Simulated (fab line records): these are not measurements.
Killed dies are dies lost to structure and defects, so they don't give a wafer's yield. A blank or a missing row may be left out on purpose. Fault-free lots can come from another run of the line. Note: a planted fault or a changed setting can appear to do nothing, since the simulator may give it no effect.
fab line records	flow sky130
record: lots: 7	wafers: 21	last-day: 50
route steps=708 shown VIA3@576
lots that met no fault: taken from a fault-free run of the same line
start-h: start of the lot's first displayed wafer, in hours after the record's first day	wait-h: hours elapsed since this lot's preceding step	" identical to the entry in the row above	L1.1+2: a row that stands for several wafers	- value missing, or start not given	* or withheld: withheld	< > ~ a bound
route shown NAME@n: a module of which the file shows steps, and the number in the route of the first	usual: average and standard deviation across the fault-free wafers	same: alike in all rows	chamber/n: place in a boat	sites: readings site by site	_std_site: the standard deviation of these	_edge_site: outer sites' mean less inner sites'	radius-mm: for every site, how far away it sits from the centre of the wafer	mask NAME#n: copy n	behind: the last tool/chamber to shape the wafer	hold: why the lot was held/for how many hours/how that ended	device: the n, p or np transistor that did not switch	end of line: tests run on the same wafers once the route is complete	for a step that has no rows: nothing shown but its recipe	killed: not the wafer's yield, but the dies lost to structure and defects at the first sort	map: a wafer's dies, x killed, . not, _ none there
set.NAME: the setting as run; set.NAME@STEP: as run at that earlier step	model.NAME: the simulator's own value behind a step, which no gauge read
lots at selected steps of the route; one table per step, one row per wafer
services: from which hour (start-h, from the record's first day; less than 0 if before it) a tool's chamber was out of use, for how many hours, and why
== steps ==
step: SKY_VIA3_BOW_MEAS_03
recipe: mode: bow
usual: VIA3_BOW: 79/8.7
lot.wafer	tool	chamber	start-h	wait-h	VIA3_BOW[um]
L339.1	film-metro-03	-	977.76	0.2	84
L339.5	"	-	"	"	87
L339.6	"	-	"	"	88
L341.3	film-metro-04	-	992.99	0.1	88
L341.5	"	-	"	"	77
L341.6	"	-	"	"	76
L348.3	film-metro-04	-	1032.29	0.3	89
L348.5	"	-	"	"	87
L348.6	"	-	"	"	90
L349.1	film-metro-01	-	1041.19	0.2	78
L349.3	"	-	"	"	73
L349.4	"	-	"	"	77
L350.3	film-metro-04	-	1049.53	0.2	79
L350.5	"	-	"	"	66
L350.6	"	-	"	"	74
L351.1	film-metro-01	-	1056.95	0.2	89
L351.5	"	-	"	"	91
L351.6	"	-	"	"	91
L352.1	film-metro-04	-	1065.21	0.2	87
L352.3	"	-	"	"	66
L352.5	"	-	"	"	96
step: SKY_VIA3_DEHYDRATE_04
recipe: temp-c: 200	time-s: 60
step: SKY_VIA3_HMDS_05
recipe: prime-time-s: 60	prime-temp-c: 120
step: SKY_VIA3_COAT_06
recipe: resist: BARC	temp-c: withheld	time-s: withheld	spin-rpm: 3000	resist-thk-nm: 60
step: SKY_VIA3_COAT_07
recipe: resist: KrF-thick	spin-rpm: 3000	resist-thk-nm: 450
step: SKY_VIA3_SOFTBAKE_08
recipe: temp-c: 99.4	time-s: 90	resist: KrF-thick
step: SKY_VIA3_EXPOSE_09
recipe: mask-id: VIM3	na: 0.8	source-shape: annular	sigma-inner: 0.55	sigma-outer: 0.85	target-cd-nm: 200	dose-mj: 38
step: SKY_VIA3_PEB_10
recipe: peb-temp-c: withheld	peb-time-s: withheld	resist: KrF-thick
step: SKY_VIA3_DEVELOP_11
recipe: develop-time-s: 60	resist: KrF-thick	dev-temp-c: 21
step: SKY_VIA3_CD_MEAS_12
recipe: target-cd-nm: 200
usual: cd-nm: 199.7/1.6
lot.wafer	tool	chamber	start-h	wait-h	cd-nm
L339.1	cd-sem-01	-	1002.00	-	199.7
L339.5	"	-	"	"	199.4
L339.6	"	-	"	"	201.7
L341.3	cd-sem-01	-	1016.71	-	199.5
L341.5	"	-	"	"	198.3
L341.6	"	-	"	"	199.6
L348.3	cd-sem-01	-	1054.83	-	200.5
L348.5	"	-	"	"	201.0
L348.6	"	-	"	"	199.4
L349.1	cd-sem-01	-	1063.22	-	201.1
L349.3	"	-	"	"	200.7
L349.4	"	-	"	"	200.2
L350.3	cd-sem-01	-	1070.86	-	200.9
L350.5	"	-	"	"	201.2
L350.6	"	-	"	"	201.0
L351.1	cd-sem-02	-	1077.70	-	203.2
L351.5	"	-	"	"	202.1
L351.6	"	-	"	"	201.9
L352.1	cd-sem-01	-	1086.42	-	201.5
L352.3	"	-	"	"	201.1
L352.5	"	-	"	"	200.8
step: SKY_VIA3_OVL_MEAS_13
usual: VIA3_OVL: -3/4.7
lot.wafer	tool	chamber	start-h	wait-h	VIA3_OVL[nm]
L339.1	overlay-02	-	1002.12	0.1	-7
L339.5	"	-	"	"	-8
L339.6	"	-	"	"	-18
L341.3	overlay-02	-	1016.80	0.1	-5
L341.5	"	-	"	"	-3
L341.6	"	-	"	"	-1
L348.3	overlay-02	-	1054.93	0.1	-1
L348.5	"	-	"	"	-12
L348.6	"	-	"	"	-3
L349.1	overlay-02	-	1063.34	0.1	2
L349.3	"	-	"	"	3
L349.4	"	-	"	"	2
L350.3	overlay-02	-	1070.95	0.1	0
L350.5	"	-	"	"	7
L350.6	"	-	"	"	-4
L351.1	overlay-01	-	1077.82	0.1	2
L351.5	"	-	"	"	2
L351.6	"	-	"	"	1
L352.1	overlay-01	-	1086.54	0.1	-6
L352.3	"	-	"	"	2
L352.5	"	-	"	"	-4
step: SKY_VIA3_ETCH_14
recipe: chemistry: N2/H2	target: BARC	ion-energy-ev: 200	source-w: 500	bias-w: 100	pressure-mtorr: 30	n2-flow-sccm: 100	h2-flow-sccm: 200	stop-on: SiO2	time-s: 45.9	target-depth-a: 600
usual: bias-w: 99.96/0.25	chamber-pressure-mTorr: 30.003/0.025	drypump-motor-current-A: 6.1/0.34	oes-product-au: 0.855/0.0049	rf-fwd-power-W: 495.3/1.7	throttle-valve-pct: 13.224/0.0091
lot.wafer	tool	chamber	start-h	wait-h	bias-w	chamber-pressure-mTorr	drypump-motor-current-A	oes-product-au	rf-fwd-power-W	rf-hours-counter-h	throttle-valve-pct
L339.1	rie-diel-01	2	1002.16	0.0	99.91	29.976	6.5	0.858	494.2	20	13.218
L339.5	"	2	"	"	99.55	29.969	6.5	0.856	495.2	-	13.230
L339.6	"	3	"	"	99.67	30.019	6.1	0.850	497.8	-	13.231
L341.3	rie-diel-03	0	1016.82	0.0	99.75	29.998	6.5	0.851	496.3	28	13.218
L341.5	"	0	"	"	100.41	30.034	6.5	0.850	495.2	-	13.228
L341.6	"	1	"	"	99.82	30.043	6.3	0.854	498.9	-	13.222
L348.3	rie-diel-04	0	1054.95	0.0	99.90	30.001	6.2	0.867	494.5	13	13.222
L348.5	"	1	"	"	99.58	30.043	6.0	0.867	499.0	-	13.226
L348.6	"	0	"	"	99.93	29.998	6.2	0.852	492.4	-	13.231
L349.1	rie-diel-03	3	1063.37	0.0	100.00	29.998	6.2	0.854	494.7	14	13.224
L349.3	"	1	"	"	99.97	30.000	6.4	0.859	494.5	25	13.222
L349.4	"	0	"	"	99.84	29.991	6.5	0.853	496.3	0	13.246
L350.3	rie-diel-04	1	1070.97	0.0	100.08	29.971	6.0	0.855	494.6	17	13.219
L350.5	"	1	"	"	99.92	30.000	6.0	0.864	495.0	-	13.224
L350.6	"	2	"	"	100.30	30.000	6.1	0.857	497.1	-	13.220
L351.1	rie-diel-03	0	1077.86	0.0	99.87	29.966	6.5	0.862	495.3	1	13.235
L351.5	"	2	"	"	99.70	29.962	5.5	0.849	497.7	-	13.217
L351.6	"	1	"	"	100.10	30.004	6.3	0.850	494.8	-	13.206
L352.1	rie-diel-03	1	1086.57	0.0	99.81	29.986	6.3	0.853	494.2	26	13.231
L352.3	"	2	"	"	99.71	29.998	5.5	0.861	494.3	17	13.235
L352.5	"	3	"	"	99.81	29.983	6.2	0.857	495.0	-	13.218
step: SKY_VIA3_ETCH_15
recipe: target: SiO2	chemistry: C4F8/O2/Ar	target-depth-nm: 507	stop-on: TiN	mask-material: KrF-thick	source-w: 1500	bias-w: 1200	pressure-mtorr: 40	c4f8-flow-sccm: withheld	O2_flow_sccm: 6	Ar_flow_sccm: 300	time-s: 78
usual: bias-w: 1200/3.6	chamber-pressure-mTorr: 40.00/0.031	oes-product-au: 0.947/0.0049	rf-fwd-power-W: 1490/4.6
lot.wafer	tool	chamber	start-h	wait-h	bias-w	chamber-pressure-mTorr	oes-product-au	rf-fwd-power-W	rf-hours-counter-h	model.KrF-thick_of_VIA3_COAT_07.thk-nm
L339.1	rie-diel-01	2	1002.20	0.0	1205	40.02	0.939	1495	20	293.1
L339.5	"	2	"	"	1204	39.96	0.947	1502	-	291.5
L339.6	"	3	"	"	1193	39.99	0.939	1498	-	289.7
L341.3	rie-diel-03	0	1016.86	0.0	1198	39.96	0.947	1493	28	288.4
L341.5	"	0	"	"	1202	40.01	0.950	1493	-	287.3
L341.6	"	1	"	"	1198	40.04	0.952	1481	-	289.2
L348.3	rie-diel-04	0	1054.99	0.0	-	-	-	-	-	395.2
L348.5	"	1	"	"	-	-	-	-	-	394.3
L348.6	"	0	"	"	-	-	-	-	-	393.7
L349.1	rie-diel-03	3	1063.41	0.0	-	-	-	-	-	391.6
L349.3	"	1	"	"	-	-	-	-	-	393.9
L349.4	"	0	"	"	-	-	-	-	-	393.7
L350.3	rie-diel-04	1	1071.01	0.0	-	-	-	-	-	393.9
L350.5	"	1	"	"	-	-	-	-	-	394.3
L350.6	"	2	"	"	-	-	-	-	-	395.2
L351.1	rie-diel-03	0	1077.90	0.0	1195	39.98	0.948	1488	1	290.3
L351.5	"	2	"	"	1201	40.02	0.947	1495	-	288.3
L351.6	"	1	"	"	1204	39.98	0.950	1489	-	286.6
L352.1	rie-diel-03	1	1086.61	0.0	1204	40.02	0.948	1494	26	291.2
L352.3	"	2	"	"	1205	40.03	0.940	1487	17	291.2
L352.5	"	3	"	"	1196	40.03	0.950	1487	-	288.8
step: SKY_VIA3_STRIP_16
recipe: chemistry: O2/N2	power-w: 1400	pressure-mtorr: 1500	platen-temp-c: withheld	o2-flow-sccm: 3000	n2-flow-sccm: 300	overash-fraction: 0.5
usual: drypump-motor-current-A: 5.7/0.43	oes-product-au: 0.402/0.005	strip-time-to-endpoint-s: 4.137/0.025
lot.wafer	tool	chamber	start-h	wait-h	drypump-motor-current-A	oes-product-au	rf-hours-counter-h	strip-time-to-endpoint-s
L339.1	plasma-asher-02	0	1002.26	0.0	5.6	0.402	109	4.163
L339.5	"	0	"	"	5.7	0.400	-	4.131
L339.6	"	1	"	"	5.0	0.399	-	4.121
L341.3	plasma-asher-04	1	1016.96	0.1	6.4	0.399	-	4.088
L341.5	"	0	"	"	5.9	0.402	-	4.090
L341.6	"	1	"	"	6.3	0.405	-	4.097
L348.3	plasma-asher-04	1	1055.09	0.1	6.3	0.447	-	5.239
L348.5	"	1	"	"	6.3	0.444	-	5.221
L348.6	"	0	"	"	6.0	0.452	-	5.212
L349.1	plasma-asher-04	0	1063.47	0.0	5.9	0.449	99	5.193
L349.3	"	1	"	"	6.3	0.450	-	5.222
L349.4	"	0	"	"	5.9	0.444	-	5.197
L350.3	plasma-asher-02	1	1071.11	0.1	5.1	0.440	-	5.222
L350.5	"	1	"	"	5.1	0.451	-	5.208
L350.6	"	0	"	"	5.7	0.444	-	5.223
L351.1	plasma-asher-01	1	1077.96	0.0	5.7	0.406	31	4.120
L351.5	"	0	"	"	5.2	0.407	-	4.092
L351.6	"	1	"	"	5.7	0.394	-	4.080
L352.1	plasma-asher-01	1	1086.67	0.0	5.7	0.405	32	4.119
L352.3	"	1	"	"	5.7	0.411	-	4.135
L352.5	"	1	"	"	5.7	0.398	-	4.113
step: SKY_VIA3_STRIP_17
recipe: chemistry: post-etch-residue-remover	time-s: 1200	temp-c: 72.5
== services ==
tool	chamber	start-h	hours	kind
rie-diel-01	-	1011.53	14.6	pm
plasma-asher-01	-	1022.59	12.5	repair
rie-diel-04	-	1024.26	0.4	repair
rie-diel-03	0	1034.57	-	clean
rie-diel-03	0	1034.57	21.6	scheduled-down
rie-diel-03	0	1034.57	21.6	vent-cycle
rie-diel-04	-	1037.80	0.6	repair
rie-diel-04	3	1041.35	4.2	repair
plasma-asher-02	-	1046.09	2.5	repair
plasma-asher-01	-	1047.77	25.3	repair
plasma-asher-04	-	1053.68	0.5	repair
plasma-asher-02	-	1055.33	9.0	pm
plasma-asher-02	0	1055.33	9.0	vent-cycle
plasma-asher-02	1	1055.33	9.0	vent-cycle
plasma-asher-02	0	1064.33	-	clean
plasma-asher-02	1	1064.33	-	clean
rie-diel-03	2	1066.54	9.2	repair
plasma-asher-04	-	1069.11	1.4	repair
== key ==
first-sign: step: SKY_VIA3_ETCH_15	reading: tool-record	direction: missing
effect: step: SKY_VIA3_STRIP_16	reading: strip-time-to-endpoint-s	direction: up	sigmas: 43	usual: *	struck: *
model-effect: step: SKY_VIA3_ETCH_15	value: KrF-thick_of_VIA3_COAT_07.thk-nm	without: 293.5	struck: 394
met-at SKY_VIA3_ETCH_15
struck-wafers L348.3,L348.5,L348.6,L349.1,L349.3,L349.4,L350.3,L350.5,L350.6
later-rows-left-out L348.3,L348.5,L348.6,L349.1,L349.3,L349.4,L350.3,L350.5,L350.6
sort-left-out L348.3,L348.5,L348.6,L349.1,L349.3,L349.4,L350.3,L350.5,L350.6
onset-between 1016.86 1054.99
fault: kind: skipped-step-whole	tool: rie-diel-03,rie-diel-04	chamber: -	onset-h: 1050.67	steps: SKY_VIA3_ETCH_15	scope: struck-lots-only
sort-left-out: the simulated sort isn't trusted on such a fault, so these wafers' sort isn't shown, and their yield isn't known
later-rows-left-out: the simulator's readings of these wafers behind a module that went badly wrong aren't trusted and aren't shown, but for the sort
